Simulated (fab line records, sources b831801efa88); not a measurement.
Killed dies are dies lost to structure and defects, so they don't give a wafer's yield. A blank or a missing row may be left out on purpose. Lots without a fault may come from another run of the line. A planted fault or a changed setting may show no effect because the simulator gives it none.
fab line records | flow gf180mcu
record lots=15 wafers=45 last_day=34
route steps=602 shown NWELL@49 VT_IMPLANT@118 HV_LDD@184
lots that met no fault: from a run of the same line without faults
start_h: hours from the record's first day to the start of the lot's first wafer shown | wait_h: hours since the lot's step before | " the same as in the row above | L1.1+2: a row that stands for several wafers | - no value, or no start given | * or withheld: withheld | < > ~ a bound
route shown NAME@n: a module of which the file shows steps, and the number in the route of the first | usual: mean/standard deviation of fault-free wafers | same: alike in all rows | chamber/n: place in a boat | sites: the reading at each site | _std_site: their standard deviation | _edge_site: outer sites' mean less inner sites' | radius_mm: how far each site lies from the wafer's centre | mask NAME#n: copy n | behind: the tool/chamber that last shaped the wafer | hold: why the lot was held/for how many hours/how that ended | device: the transistor (n, p or np) that didn't switch | end of line: the same wafers' tests at the end of the route | a step without rows: its recipe alone | killed: dies lost to structure and defects at the first sort, not the wafer's yield | map: a wafer's dies, x killed, . not, _ none there
set.NAME: the setting as run; set.NAME@STEP: as run at that earlier step | model.NAME: the simulator's own value behind a step, which no gauge read
steps of the route over a sample of lots; a table a step, a row a wafer
## steps
# step GF_NWELL_OVL_MEAS_07
# usual NWELL_OVL=1.2/1.2
# columns lot.wafer tool chamber start_h wait_h NWELL_OVL[nm]
L510.1 overlay-01 - 61.56 - 0.5
L510.4 " - " " 0.2
L510.5 " - " " 0.4
L512.1 overlay-01 - 71.71 - -0.5
L512.3 " - " " 1.4
L512.6 " - " " -0.4
L514.3 overlay-02 - 81.92 - 0.7
L514.5 " - " " 0.2
L514.6 " - " " 1.5
L515.2 overlay-02 - 87.61 - 2.9
L515.3 " - " " 1.2
L515.5 " - " " 2.5
L517.1 overlay-01 - 101.01 - -0.4
L517.5 " - " " 0.8
L517.6 " - " " 0.5
L519.2 overlay-02 - 110.06 - 1.1
L519.3 " - " " 1.4
L519.4 " - " " -0.1
L520.1 overlay-01 - 116.81 - 2.9
L520.3 " - " " 2.7
L520.5 " - " " 1.5
L521.1 overlay-01 - 121.21 - 1.1
L521.2 " - " " 0.8
L521.5 " - " " 0.3
L522.1 overlay-01 - 124.96 - 1.4
L522.2 " - " " -0.7
L522.3 " - " " -1.3
L526.2 overlay-02 - 148.71 - 3.5
L526.4 " - " " 1.5
L526.6 " - " " 3.0
L527.2 overlay-01 - 153.27 - 3.6
L527.5 " - " " 2.6
L527.6 " - " " 0.9
L529.2 overlay-01 - 163.41 - -0.5
L529.3 " - " " 0.0
L529.5 " - " " 0.7
L530.2 overlay-02 - 172.46 - 0.7
L530.3 " - " " 2.5
L530.5 " - " " 1.8
L531.3 overlay-01 - 178.92 - 1.8
L531.5 " - " " 1.5
L531.6 " - " " 1.1
L532.1 overlay-01 - 181.55 - 3.3
L532.2 " - " " 2.3
L532.6 " - " " 2.0
# step GF_VT_IMPLANT_DEVELOP_28
# recipe develop_time_s=60 dev_temp_c=23
# usual chill_plate_temp_C=23.00/0.11 develop_time_s=60/0 exhaust_pa=45.2/0.83
# columns lot.wafer tool chamber start_h wait_h chill_plate_temp_C develop_time_s exhaust_pa
L510.1 litho_track-01 0 147.55 0.1 23.01 60 45.3
L510.4 " 0 " " 23.04 60 46.1
L510.5 " 0 " " 22.86 60 46.9
L512.1 litho_track-04 0 160.26 0.1 23.08 60 45.1
L512.3 " 0 " " 22.91 60 45.8
L512.6 " 0 " " 22.90 60 47.1
L514.3 litho_track-04 0 173.06 0.1 23.03 60 44.4
L514.5 " 0 " " 23.04 60 45.3
L514.6 " 0 " " 23.05 60 44.9
L515.2 litho_track-01 0 179.83 0.1 22.84 60 45.7
L515.3 " 0 " " 22.97 60 44.5
L515.5 " 0 " " 23.00 60 44.7
L517.1 litho_track-01 0 194.60 0.1 23.06 60 45.2
L517.5 " 0 " " 23.05 60 44.9
L517.6 " 0 " " 23.05 60 44.5
L519.2 litho_track-01 0 206.93 0.1 23.13 60 45.1
L519.3 " 0 " " 23.14 60 44.7
L519.4 " 0 " " 23.11 60 43.7
L520.1 litho_track-04 - 216.56 0.1 - - -
L520.3 " - " " - - -
L520.5 " - " " - - -
L521.1 litho_track-04 - 220.86 0.1 - - -
L521.2 " - " " - - -
L521.5 " - " " - - -
L522.1 litho_track-01 - 225.90 0.1 - - -
L522.2 " - " " - - -
L522.3 " - " " - - -
L526.2 litho_track-01 0 254.43 0.1 23.13 60 44.9
L526.4 " 0 " " 23.19 60 46.9
L526.6 " 0 " " 23.08 60 45.1
L527.2 litho_track-04 0 257.58 0.1 23.06 60 46.2
L527.5 " 0 " " 23.01 60 45.6
L527.6 " 0 " " 23.00 60 45.1
L529.2 litho_track-01 0 269.13 0.1 22.88 60 44.6
L529.3 " 0 " " 22.98 60 45.7
L529.5 " 0 " " 23.04 60 45.6
L530.2 litho_track-01 0 281.88 0.1 23.12 60 45.7
L530.3 " 0 " " 23.18 60 45.4
L530.5 " 0 " " 23.21 60 45.0
L531.3 litho_track-03 0 287.71 0.1 22.79 60 45.5
L531.5 " 0 " " 22.99 60 45.1
L531.6 " 0 " " 23.05 60 44.0
L532.1 litho_track-03 0 291.06 0.1 23.06 60 45.0
L532.2 " 0 " " 22.90 60 45.2
L532.6 " 0 " " 22.89 60 46.0
# step GF_HV_LDD_OVL_MEAS_08
# usual HV_LDD_OVL=-0.4/1.4
# columns lot.wafer tool chamber start_h wait_h HV_LDD_OVL[nm]
L510.1 overlay-02 - 225.27 0.1 -0.1
L510.4 " - " " -1.0
L510.5 " - " " -0.1
L512.1 overlay-02 - 237.53 0.1 -1.9
L512.3 " - " " 0.5
L512.6 " - " " -0.8
L514.3 overlay-02 - 252.68 0.1 -1.7
L514.5 " - " " -2.0
L514.6 " - " " -2.6
L515.2 overlay-01 - 261.48 0.1 0.3
L515.3 " - " " 0.5
L515.5 " - " " 0.0
L517.1 overlay-01 - 278.02 0.1 -1.8
L517.5 " - " " -1.6
L517.6 " - " " -2.1
L519.2 overlay-02 - 290.04 0.1 1.5
L519.3 " - " " 2.5
L519.4 " - " " 0.6
L526.2 overlay-02 - 347.67 0.1 2.2
L526.4 " - " " 1.5
L526.6 " - " " 1.9
L527.2 overlay-01 - 347.97 0.1 1.7
L527.5 " - " " -0.4
L527.6 " - " " -0.3
L529.2 overlay-02 - 360.03 0.1 0.4
L529.3 " - " " 1.4
L529.5 " - " " -0.9
L530.2 overlay-02 - 375.38 0.1 0.7
L530.3 " - " " -0.2
L530.5 " - " " -1.6
L531.3 overlay-01 - 379.73 0.1 -1.7
L531.5 " - " " -3.4
L531.6 " - " " -3.0
L532.1 overlay-02 - 387.33 0.1 0.8
L532.2 " - " " -1.6
L532.6 " - " " 1.0
# step GF_HV_LDD_TW_MEAS_50
# usual HV_LDD_4_TW=566/5.8
# columns lot.wafer tool chamber start_h wait_h HV_LDD_4_TW
L510.1 film_metro-01 - 283.91 0.1 570
L510.4 " - " " 567
L510.5 " - " " 571
L512.1 film_metro-02 - 296.61 0.1 570
L512.3 " - " " 569
L512.6 " - " " 569
L514.3 film_metro-02 - 313.28 0.1 563
L514.5 " - " " 566
L514.6 " - " " 563
L515.2 film_metro-01 - 322.77 0.1 566
L515.3 " - " " 570
L515.5 " - " " 569
L517.1 film_metro-01 - 340.45 0.1 574
L517.5 " - " " 570
L517.6 " - " " 571
L519.2 film_metro-02 - 353.32 0.1 563
L519.3 " - " " 565
L519.4 " - " " 564
L526.2 film_metro-04 - 417.76 0.1 551
L526.4 " - " " 551
L526.6 " - " " 554
L527.2 film_metro-02 - 418.92 0.1 565
L527.5 " - " " 567
L527.6 " - " " 562
L529.2 film_metro-01 - 431.66 0.1 570
L529.3 " - " " 570
L529.5 " - " " 570
L530.2 film_metro-01 - 447.86 0.1 573
L530.3 " - " " 571
L530.5 " - " " 573
L531.3 film_metro-01 - 453.95 0.1 572
L531.5 " - " " 572
L531.6 " - " " 572
L532.1 film_metro-01 - 461.10 0.1 570
L532.2 " - " " 571
L532.6 " - " " 570
## key
first_sign step=GF_VT_IMPLANT_DEVELOP_28 reading=tool_record direction=missing
effect none on later readings
met_at GF_VT_IMPLANT_DEVELOP_28
struck_lots L520,L521,L522
later_rows_left_out L520.1,L520.3,L520.5,L521.1,L521.2,L521.5,L522.1,L522.2,L522.3
sort_left_out L520.1,L520.3,L520.5,L521.1,L521.2,L521.5,L522.1,L522.2,L522.3
tester_left_out L520,L521,L522
not_acting_at GF_NWELL_OVL_MEAS_07,GF_HV_LDD_OVL_MEAS_08,GF_HV_LDD_TW_MEAS_50
onset_between 206.93 216.56
fault kind=skipped_step_whole tool=litho_track-01,litho_track-04 chamber=- onset_h=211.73 steps=GF_VT_IMPLANT_DEVELOP_28 scope=struck_lots_only
# tester_left_out: of these lots the tester's yield and bins aren't shown, on N5 and GAA mostly nor the transistor test; their killed dies are dies lost to structure and defects alone, not to doping, threshold or leakage, so they don't give the yield
# sort_left_out: the simulated sort isn't trusted on such a fault, so these wafers' sort isn't shown, and their yield isn't known
# later_rows_left_out: the simulator's readings of these wafers behind a module that went badly wrong aren't trusted and aren't shown, but for the sort
